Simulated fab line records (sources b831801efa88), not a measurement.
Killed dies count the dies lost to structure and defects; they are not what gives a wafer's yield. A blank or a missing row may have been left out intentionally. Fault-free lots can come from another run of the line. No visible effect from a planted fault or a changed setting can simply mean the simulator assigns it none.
fab line records	flow sky130
record: lots: 7	wafers: 20	lastDay: 50
route steps=708 shown VIA2@509 METAL3@532
lots that met no fault: taken from a fault-free run of the same line
startH: hours from the record's opening day to when the first of the lot's shown wafers began	waitH: time in hours since the lot's previous step	" the same as in the row above	L1.1+2: a row that stands for several wafers	- no value, or no start given	* or withheld: withheld	< > ~ a bound
route shown NAME@n: a module of which the file shows steps, and the number in the route of the first	usual: mean/standard deviation of fault-free wafers	same: alike in all rows	chamber/n: place in a boat	sites: the reading at each site	_std_site: the standard deviation of these	_edge_site: outer sites' mean less inner sites'	radiusMm: for every site, how far away it sits from the centre of the wafer	mask NAME#n: copy n	behind: tool/chamber where the wafer was last shaped	hold: why the lot was held/for how many hours/how that ended	device: which transistor (n, p or np) failed to switch	end of line: tests run on the same wafers once the route is complete	for a step that has no rows: nothing shown but its recipe	killed: dies that structure and defects cost at the first sort, which is not the same as the wafer's yield	map: a wafer's dies, marking killed ones x, the rest . and places with no die _
set.NAME: the run value of the setting; set.NAME@STEP: its run value at that earlier step	model.NAME: the simulator's own value behind a step, which no gauge read
a table for each step, a row for each wafer; lots at some steps of the route
services: when a tool's chamber went out of use (startH, in hours from the record's first day, below 0 if earlier), for how many hours, and the reason
== steps ==
step: SKY_VIA2_CMP_02
recipe: material: SiO2	downForcePsi: 4	platenRpm: 60	padVelocityMS: 0.94248
usual: motorCurrentA: 12.0/1	platenRpm: 60.00/0.042	slurryFlowMlMin: 149.9/0.39
lot.wafer	tool	chamber	startH	waitH	motorCurrentA	platenRpm	slurryFlowMlMin
L498.1	cmp-02	1	837.16	0.1	10.6	59.97	149.4
L498.4	"	3	"	"	12.7	60.00	149.9
L498.5	"	2	"	"	13.5	59.94	150.0
L499.3	cmp-02	1	857.73	0.1	10.6	59.99	150.5
L499.2	"	2	"	"	13.7	60.00	149.1
L499.6	"	0	"	"	12.5	59.99	149.7
L503.3	cmp-01	1	886.48	0.0	12.3	60.03	149.5
L503.1	"	2	"	"	12.4	59.98	150.3
L503.4	"	0	"	"	10.2	60.00	150.3
L508.4	cmp-01	3	960.87	0.0	12.1	60.01	149.6
L508.2	"	2	"	"	12.4	60.03	149.4
L508.6	"	0	"	"	10.3	60.05	150.3
L510.4	cmp-02	0	961.18	0.0	12.8	60.03	149.6
L510.2	"	3	"	"	12.5	59.95	149.5
L510.6	"	0	"	"	11.5	60.05	149.4
L515.2	cmp-01	3	965.30	0.1	11.8	59.93	149.2
L515.4	"	0	"	"	10.2	60.01	150.1
L515.5	"	1	"	"	11.9	60.00	149.1
L519.2	cmp-01	3	1004.48	0.1	12.4	59.96	150.7
L519.3	"	1	"	"	12.7	60.01	150.2
step: SKY_VIA2_BOW_MEAS_03
recipe: mode: bow
usual: VIA2_BOW: 86/7.6
lot.wafer	tool	chamber	startH	waitH	VIA2_BOW[um]
L498.1	filmMetro-01	-	837.46	0.2	72
L498.4	"	-	"	"	79
L498.5	"	-	"	"	90
L499.2	filmMetro-01	-	857.95	0.1	76
L499.3	"	-	"	"	72
L499.6	"	-	"	"	77
L503.1	filmMetro-01	-	886.78	0.2	86
L503.3	"	-	"	"	83
L503.4	"	-	"	"	76
L508.2	filmMetro-04	-	961.19	0.1	97
L508.4	"	-	"	"	94
L508.6	"	-	"	"	76
L510.2	filmMetro-01	-	961.50	0.1	100
L510.4	"	-	"	"	103
L510.6	"	-	"	"	95
L515.2	filmMetro-04	-	965.52	0.2	86
L515.4	"	-	"	"	86
L515.5	"	-	"	"	99
L519.2	filmMetro-04	-	1004.75	0.2	77
L519.3	"	-	"	"	87
step: SKY_VIA2_DEHYDRATE_04
recipe: tempC: 200	timeS: 60
step: SKY_VIA2_HMDS_05
recipe: primeTimeS: 60	primeTempC: 120
step: SKY_VIA2_COAT_06
recipe: resist: BARC	tempC: withheld	timeS: withheld	spinRpm: 3000	resistThkNm: 60
step: SKY_VIA2_COAT_07
recipe: resist: KrF-thick	spinRpm: 3000	resistThkNm: 450
step: SKY_VIA2_SOFTBAKE_08
recipe: tempC: 100	timeS: 90	resist: KrF-thick
step: SKY_VIA2_EXPOSE_09
recipe: maskId: VIM2	na: 0.8	sourceShape: annular	sigmaInner: 0.55	sigmaOuter: 0.85	targetCdNm: 200	doseMj: 38
step: SKY_VIA2_PEB_10
recipe: pebTempC: withheld	pebTimeS: withheld	resist: KrF-thick
step: SKY_VIA2_DEVELOP_11
recipe: developTimeS: 60	resist: KrF-thick	devTempC: 21
step: SKY_VIA2_CD_MEAS_12
recipe: targetCdNm: 200
usual: cdNm: 200.0/1.3
lot.wafer	tool	chamber	startH	waitH	cdNm
L498.1	cdSem-01	-	863.50	-	198.8
L498.4	"	-	"	"	198.5
L498.5	"	-	"	"	198.3
L499.2	cdSem-02	-	884.02	-	198.3
L499.3	"	-	"	"	198.2
L499.6	"	-	"	"	200.3
L503.1	cdSem-02	-	912.55	-	199.1
L503.3	"	-	"	"	201.8
L503.4	"	-	"	"	200.8
L508.2	cdSem-01	-	985.03	-	202.1
L508.4	"	-	"	"	201.8
L508.6	"	-	"	"	201.9
L510.2	cdSem-02	-	985.94	-	198.4
L510.4	"	-	"	"	198.2
L510.6	"	-	"	"	198.4
L515.2	cdSem-01	-	989.67	-	200.9
L515.4	"	-	"	"	200.5
L515.5	"	-	"	"	200.2
L519.2	cdSem-01	-	1028.87	-	201.0
L519.3	"	-	"	"	201.5
step: SKY_VIA2_OVL_MEAS_13
usual: VIA2_OVL: 0/4.7
lot.wafer	tool	chamber	startH	waitH	VIA2_OVL[nm]
L498.1	overlay-01	-	863.62	0.1	3
L498.4	"	-	"	"	6
L498.5	"	-	"	"	1
L499.2	overlay-02	-	884.13	0.1	7
L499.3	"	-	"	"	9
L499.6	"	-	"	"	7
L503.1	overlay-02	-	912.67	0.1	-2
L503.3	"	-	"	"	0
L503.4	"	-	"	"	3
L508.2	overlay-02	-	985.13	0.1	-4
L508.4	"	-	"	"	-2
L508.6	"	-	"	"	1
L510.2	overlay-01	-	986.05	0.1	-7
L510.4	"	-	"	"	-2
L510.6	"	-	"	"	-3
L515.2	overlay-01	-	989.78	0.1	-3
L515.4	"	-	"	"	-4
L515.5	"	-	"	"	-7
L519.2	overlay-01	-	1028.98	0.1	-1
L519.3	"	-	"	"	-7
step: SKY_VIA2_ETCH_14
recipe: chemistry: N2/H2	target: BARC	ionEnergyEv: 200	sourceW: 500	biasW: 100	pressureMtorr: 30	n2FlowSccm: 100	h2FlowSccm: 200	stopOn: SiO2	timeS: 45.9	targetDepthA: 600
usual: drypumpMotorCurrentA: 5.7/0.49	oesProductAu: 0.855/0.0046	runLengthS: 74.2/0.57	throttleValvePct: 13.226/0.0091
lot.wafer	tool	chamber	startH	waitH	drypumpMotorCurrentA	oesProductAu	rfHoursCounterH	runLengthS	throttleValvePct	model.KrF-thick_of_VIA2_COAT_07.thkNm	model.etch.depthNm	model.VIA2.cdNm
L498.1	rieDiel-01	1	863.66	0.0	4.9	0.854	18	73.6	13.236	393.6	60.17	197.9
L498.4	"	0	"	"	5.4	0.848	2	73.5	13.228	393.3	60.19	197.6
L498.5	"	3	"	"	6.5	0.857	-	74.9	13.225	392.8	60.07	198.4
L499.2	rieDiel-03	0	884.16	0.0	5.9	0.853	9	74.5	13.223	392.6	60	198.5
L499.3	"	3	"	"	5.1	0.856	6	74.8	13.222	393.9	60.12	198.5
L499.6	"	1	"	"	6.1	0.856	-	73.1	13.229	394.1	59.92	200.8
L503.1	rieDiel-03	3	912.71	0.0	5.0	0.858	6	74.2	13.223	394.2	60.12	200
L503.3	"	1	"	"	6.0	0.861	5	73.3	13.216	394	60.27	202
L503.4	"	2	"	"	5.9	0.863	13	74.0	13.234	391.8	60.1	200.4
L508.2	rieDiel-01	2	985.16	0.0	6.2	0.974	13	54.0	13.239	413.2	42.68	198
L508.4	"	3	"	"	6.4	0.844	14	74.6	13.220	394.2	59.75	201.7
L508.6	"	1	"	"	4.9	0.859	-	73.5	13.203	392.3	60.09	201.8
L510.2	rieDiel-03	0	986.08	0.0	5.8	0.856	12	74.9	13.219	391.7	59.82	198.9
L510.4	"	3	"	"	5.1	0.850	9	74.2	13.227	390.6	59.99	197.6
L510.6	"	1	"	"	6.1	0.860	-	73.4	13.224	392.1	59.95	197.9
L515.2	rieDiel-01	0	989.81	0.0	5.4	1.001	5	53.0	13.220	414	44.36	196.5
L515.4	"	3	"	"	6.4	0.862	15	74.7	13.224	395.4	60.32	200
L515.5	"	1	"	"	4.9	0.999	-	53.2	13.243	414.7	43.86	196.5
L519.2	rieDiel-01	0	1029.01	0.0	5.4	0.989	6	53.5	13.213	412.8	43.2	196.3
L519.3	"	2	"	"	6.2	0.858	14	74.5	13.222	394.3	59.94	200.8
step: SKY_VIA2_ETCH_15
recipe: target: SiO2	chemistry: C4F8/O2/Ar	targetDepthNm: 546	stopOn: TiN	maskMaterial: KrF-thick	sourceW: 1500	biasW: 1200	pressureMtorr: 40	c4f8FlowSccm: withheld	O2_flow_sccm: 6	Ar_flow_sccm: 300	timeS: 84
usual: oesProductAu: 0.939/0.0048	runLengthS: 112.2/0.58
same: timeS: 84
lot.wafer	tool	chamber	startH	waitH	oesProductAu	rfHoursCounterH	runLengthS	model.KrF-thick_of_VIA2_COAT_07.thkNm
L498.1	rieDiel-01	1	863.70	0.0	0.938	18	111.9	284.6
L498.4	"	0	"	"	0.932	2	111.3	283.6
L498.5	"	3	"	"	0.942	-	113.1	283.9
L499.2	rieDiel-03	0	884.20	0.0	0.938	9	112.5	283.6
L499.3	"	3	"	"	0.944	6	112.8	284.7
L499.6	"	1	"	"	0.940	-	111.2	285.4
L503.1	rieDiel-03	3	912.75	0.0	0.933	6	112.6	285.2
L503.3	"	1	"	"	0.943	5	111.4	285.4
L503.4	"	2	"	"	0.943	13	112.7	283
L508.2	rieDiel-01	2	985.20	0.0	0.374	13	112.2	306.2
L508.4	"	3	"	"	0.946	14	113.1	285
L508.6	"	1	"	"	0.948	-	111.5	284
L510.2	rieDiel-03	0	986.12	0.0	0.934	12	112.6	282.1
L510.4	"	3	"	"	0.936	9	112.2	282.1
L510.6	"	1	"	"	0.942	-	111.2	283
L515.2	rieDiel-01	0	989.85	0.0	0.370	5	111.3	302.2
L515.4	"	3	"	"	0.941	15	112.8	285.2
L515.5	"	1	"	"	0.381	-	111.6	303.6
L519.2	rieDiel-01	0	1029.05	0.0	0.374	6	111.7	302.7
L519.3	"	2	"	"	0.936	14	112.2	286
step: SKY_VIA2_STRIP_16
recipe: chemistry: O2/N2	powerW: 1400	pressureMtorr: 1500	platenTempC: withheld	o2FlowSccm: 3000	n2FlowSccm: 300	overashFraction: 0.5
usual: drypumpMotorCurrentA: 5.6/0.41	oesProductAu: 0.398/0.0051	stripTimeToEndpointS: 4.049/0.021
lot.wafer	tool	chamber	startH	waitH	drypumpMotorCurrentA	oesProductAu	rfHoursCounterH	stripTimeToEndpointS
L498.1	plasmaAsher-03	0	863.77	0.0	5.8	0.388	72	4.065
L498.4	"	0	"	"	5.8	0.402	-	4.055
L498.5	"	0	"	"	5.7	0.396	-	4.067
L499.2	plasmaAsher-03	0	884.27	0.0	5.8	0.398	73	4.049
L499.3	"	1	"	"	5.3	0.394	-	4.074
L499.6	"	1	"	"	5.3	0.401	-	4.068
L503.1	plasmaAsher-01	0	912.81	0.0	5.4	0.411	17	4.083
L503.3	"	1	"	"	5.9	0.389	-	4.076
L503.4	"	0	"	"	5.4	0.401	-	4.052
L508.2	plasmaAsher-01	0	985.27	0.0	5.4	0.405	24	4.277
L508.4	"	0	"	"	5.4	0.404	-	4.056
L508.6	"	0	"	"	5.4	0.402	-	4.061
L510.2	plasmaAsher-03	0	986.18	0.0	5.7	0.410	83	4.052
L510.4	"	0	"	"	5.7	0.394	-	4.026
L510.6	"	0	"	"	5.7	0.400	-	4.033
L515.2	plasmaAsher-04	0	989.91	0.0	6.3	0.403	54	4.241
L515.4	"	0	"	"	6.3	0.396	-	4.062
L515.5	"	1	"	"	5.1	0.395	-	4.251
L519.2	plasmaAsher-04	1	1029.11	0.0	5.1	0.395	59	4.254
L519.3	"	1	"	"	5.1	0.395	-	4.077
step: SKY_VIA2_STRIP_17
recipe: chemistry: postEtchResidueRemover	timeS: 1200	tempC: 72.5
step: SKY_VIA2_CLEAN_18
recipe: chemistry: IPA	timeS: 180	tempC: 25
step: SKY_VIA2_CLEAN_19
recipe: chemistry: O3/DIW	dry: n2Spin
step: SKY_VIA2_SPUTTER_20
recipe: material: TiN	targetThkNm: 20	chamberPressurePa: 5	powerW: 4000	timeS: 80
usual: throttleValvePct: 30.0/1.2
same: timeS: 80
lot.wafer	tool	chamber	startH	waitH	throttleValvePct
L498.1	pvdSputter-02	-	864.36	0.0	30.3
L498.4	"	-	"	"	28.2
L498.5	"	-	"	"	29.4
L499.2	pvdSputter-03	-	884.97	0.0	29.0
L499.3	"	-	"	"	30.8
L499.6	"	-	"	"	31.4
L503.1	pvdSputter-02	-	913.45	0.0	31.7
L503.3	"	-	"	"	30.1
L503.4	"	-	"	"	29.1
L508.2	pvdSputter-02	-	985.86	0.0	28.4
L508.4	"	-	"	"	30.0
L508.6	"	-	"	"	28.3
L510.2	pvdSputter-03	-	986.77	0.0	30.7
L510.4	"	-	"	"	29.4
L510.6	"	-	"	"	30.8
L515.2	pvdSputter-02	-	990.51	0.0	30.1
L515.4	"	-	"	"	29.3
L515.5	"	-	"	"	31.8
L519.2	pvdSputter-02	-	1029.72	0.0	30.3
L519.3	"	-	"	"	29.3
step: SKY_VIA2_CVD_21
recipe: material: W	targetThkNm: 420	timeS: 126.4	tempC: 400	pressureTorr: 40
usual: heaterPowerW: 814/88
same: timeS: 126.4
lot.wafer	tool	chamber	startH	waitH	heaterPowerW
L498.1	cvdW-01	0	864.42	0.0	791
L498.4	"	1	"	"	770
L498.5	"	0	"	"	788
L499.2	cvdW-01	0	885.03	0.0	799
L499.3	"	0	"	"	786
L499.6	"	0	"	"	775
L503.1	cvdW-01	0	913.51	0.0	812
L503.3	"	1	"	"	779
L503.4	"	0	"	"	810
L508.2	cvdW-01	1	985.96	0.1	778
L508.4	"	1	"	"	785
L508.6	"	1	"	"	777
L510.2	cvdW-02	1	986.84	0.0	710
L510.4	"	1	"	"	705
L510.6	"	0	"	"	1023
L515.2	cvdW-02	1	990.57	0.0	710
L515.4	"	1	"	"	711
L515.5	"	1	"	"	705
L519.2	cvdW-01	0	1029.78	0.0	791
L519.3	"	1	"	"	788
step: SKY_VIA2_CMP_24
recipe: stopOn: SiO2	tOverpolishS: 20	downForcePsi: 3.5	platenRpm: 60	targetThkNm: 0	padVelocityMS: 0.94248
usual: motorCurrentA: 11.0/0.98	overpolishRunS: 20.000/0.0081	platenRpm: 60.00/0.039	slurryFlowMlMin: 150.0/0.49	timeToEndpointS: 101/3.4
lot.wafer	tool	chamber	startH	waitH	motorCurrentA	overpolishRunS	platenRpm	slurryFlowMlMin	timeToEndpointS
L498.4	cmp-01	0	864.73	0.0	9.0	20.020	60.02	149.7	103
L498.1	"	3	"	"	11.3	20.000	60.00	151.2	104
L498.5	"	0	"	"	9.5	20.005	60.00	150.0	107
L499.2	cmp-01	3	885.53	0.2	12.0	19.999	59.98	149.7	101
L499.3	"	0	"	"	9.1	20.008	60.03	149.3	102
L499.6	"	2	"	"	11.4	20.000	59.96	149.7	104
L503.4	cmp-01	3	913.82	0.0	11.1	20.006	59.99	150.8	97
L503.1	"	0	"	"	9.3	19.990	60.00	150.4	100
L503.3	"	1	"	"	11.3	20.008	60.04	149.6	101
L508.4	cmp-01	3	986.41	0.1	11.2	20.009	59.95	149.9	102
L508.2	"	0	"	"	9.5	19.996	60.07	150.3	99
L508.6	"	3	"	"	11.5	19.996	59.99	150.6	103
L510.4	cmp-02	2	987.25	0.1	12.5	19.992	60.02	150.1	103
L510.2	"	3	"	"	12.5	20.003	59.95	150.0	103
L510.6	"	1	"	"	9.7	20.000	59.90	150.1	105
L515.4	cmp-02	1	990.88	0.0	9.9	19.991	59.97	149.2	102
L515.2	"	3	"	"	11.7	20.016	59.98	149.1	100
L515.5	"	2	"	"	12.8	19.997	59.97	150.7	102
L519.2	cmp-01	1	1030.09	0.0	11.3	20.002	59.99	150.2	110
L519.3	"	3	"	"	11.5	19.988	59.97	150.3	105
step: SKY_METAL3_SPUTTER_00
recipe: material: Ti	targetThkNm: 15	powerW: 3000	timeS: 10	chamberPressurePa: 0.4
usual: throttleValvePct: 30.0/1.2
same: timeS: 10
lot.wafer	tool	chamber	startH	waitH	throttleValvePct
L498.1	pvdSputter-01	-	865.03	0.1	32.8
L498.4	"	-	"	"	29.8
L498.5	"	-	"	"	32.6
L499.2	pvdSputter-02	-	885.78	0.2	31.6
L499.3	"	-	"	"	28.5
L499.6	"	-	"	"	31.7
L503.1	pvdSputter-04	-	914.12	0.2	29.8
L503.3	"	-	"	"	29.8
L503.4	"	-	"	"	29.9
L508.4	pvdSputter-02	-	986.66	0.2	30.5
L508.6	"	-	"	"	28.0
L510.2	pvdSputter-01	-	987.45	0.1	30.1
L510.4	"	-	"	"	29.9
L510.6	"	-	"	"	32.7
L515.4	pvdSputter-01	-	991.18	0.2	30.4
L519.3	pvdSputter-04	-	1030.39	0.1	31.2
step: SKY_METAL3_SPUTTER_01
recipe: material: TiN	targetThkNm: 20	powerW: 6500	timeS: 16.7	chamberPressurePa: 0.4
usual: throttleValvePct: 30.0/1.3
same: timeS: 16.7
lot.wafer	tool	chamber	startH	waitH	throttleValvePct
L498.1	pvdSputter-01	-	865.06	0.0	32.7
L498.4	"	-	"	"	29.9
L498.5	"	-	"	"	32.7
L499.2	pvdSputter-02	-	885.80	0.0	31.6
L499.3	"	-	"	"	28.3
L499.6	"	-	"	"	31.7
L503.1	pvdSputter-04	-	914.14	0.0	29.9
L503.3	"	-	"	"	29.7
L503.4	"	-	"	"	29.9
L508.4	pvdSputter-02	-	986.68	0.0	30.3
L508.6	"	-	"	"	28.3
L510.2	pvdSputter-01	-	987.47	0.0	30.1
L510.4	"	-	"	"	29.7
L510.6	"	-	"	"	32.8
L515.4	pvdSputter-01	-	991.20	0.0	30.2
L519.3	pvdSputter-04	-	1030.41	0.0	31.0
step: SKY_METAL3_SPUTTER_02
recipe: material: AlCu	targetThkNm: 735	powerW: 10600	timeS: 39.1	chamberPressurePa: 0.4
usual: throttleValvePct: 30.0/1.2
same: timeS: 39.1
lot.wafer	tool	chamber	startH	waitH	throttleValvePct
L498.1	pvdSputter-01	-	865.08	0.0	32.8
L498.4	"	-	"	"	29.8
L498.5	"	-	"	"	32.5
L499.2	pvdSputter-02	-	885.83	0.0	31.7
L499.3	"	-	"	"	28.2
L499.6	"	-	"	"	31.6
L503.1	pvdSputter-04	-	914.17	0.0	29.7
L503.3	"	-	"	"	29.8
L503.4	"	-	"	"	29.8
L508.4	pvdSputter-02	-	986.71	0.0	29.7
L508.6	"	-	"	"	28.4
L510.2	pvdSputter-01	-	987.49	0.0	30.4
L510.4	"	-	"	"	30.0
L510.6	"	-	"	"	32.9
L515.4	pvdSputter-01	-	991.23	0.0	30.2
L519.3	pvdSputter-04	-	1030.44	0.0	31.2
== services ==
tool	chamber	startH	hours	kind
cmp-02	-	816.19	2.3	repair
pvdSputter-01	-	828.97	0.7	repair
rieDiel-01	-	843.42	14.6	pm
plasmaAsher-03	-	886.89	0.4	repair
cmp-02	-	893.04	1.4	repair
cmp-02	-	902.98	0.9	repair
cmp-02	-	912.00	4.0	pm
cmp-02	-	916.54	2.3	repair
rieDiel-03	2	924.30	5.2	repair
rieDiel-01	0	943.99	6.9	repair
pvdSputter-04	-	945.82	4.4	repair
rieDiel-03	3	952.93	8.1	repair
cmp-01	-	957.95	0.8	repair
pvdSputter-04	-	962.53	1.0	repair
rieDiel-01	-	971.53	2.8	pm
pvdSputter-02	-	974.43	3.5	repair
pvdSputter-02	-	980.73	1.7	repair
cvdW-01	0	985.07	13.8	repair
cvdW-01	-	990.89	0.7	repair
cmp-02	-	999.03	0.2	repair
pvdSputter-04	-	1006.43	4.6	repair
cmp-01	-	1007.05	5.3	pm
cmp-02	-	1017.22	0.7	repair
pvdSputter-02	-	1018.61	3.8	repair
== key ==
firstSign: step: SKY_VIA2_ETCH_14	reading: runLengthS	direction: down	sigmas: 37	usual: *	struck: *
effect: step: SKY_VIA2_ETCH_14	reading: oesProductAu	direction: up	sigmas: 30	usual: 0.855	struck: 0.991
effect: step: SKY_VIA2_ETCH_15	reading: oesProductAu	direction: down	sigmas: 99+	usual: 0.939	struck: 0.375
effect: step: SKY_VIA2_STRIP_16	reading: stripTimeToEndpointS	direction: up	sigmas: 9.6	usual: *	struck: *
effect: step: SKY_METAL3_SPUTTER_00	reading: visit	direction: missing
effect: step: SKY_METAL3_SPUTTER_01	reading: visit	direction: missing
effect: step: SKY_METAL3_SPUTTER_02	reading: visit	direction: missing
modelEffect: step: SKY_VIA2_ETCH_14	value: KrF-thick_of_VIA2_COAT_07.thkNm	without: 394.6	struck: 413.7
modelEffect: step: SKY_VIA2_ETCH_15	value: KrF-thick_of_VIA2_COAT_07.thkNm	without: 284.6	struck: 303.7
metAt SKY_VIA2_ETCH_14
struckWafers L508.2,L515.2,L515.5,L519.2
laterRowsLeftOut L508.2,L515.2,L515.5,L519.2
sortLeftOut L508.2,L515.2,L515.5,L519.2
onsetBetween 863.66 985.16
fault: kind: processParameterDrift	tool: rieDiel-01	chamber: -	onsetH: 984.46	steps: SKY_VIA2_ETCH_14	channel: timeS	offset: *	shape: step	endH: 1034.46	scope: struckWafersOnly	actsIn: *	stated: *
sortLeftOut: the simulated sort isn't trusted on such a fault, so these wafers' sort isn't shown, and their yield isn't known
laterRowsLeftOut: the simulator's readings of these wafers behind a module that went badly wrong aren't trusted and aren't shown, but for the sort
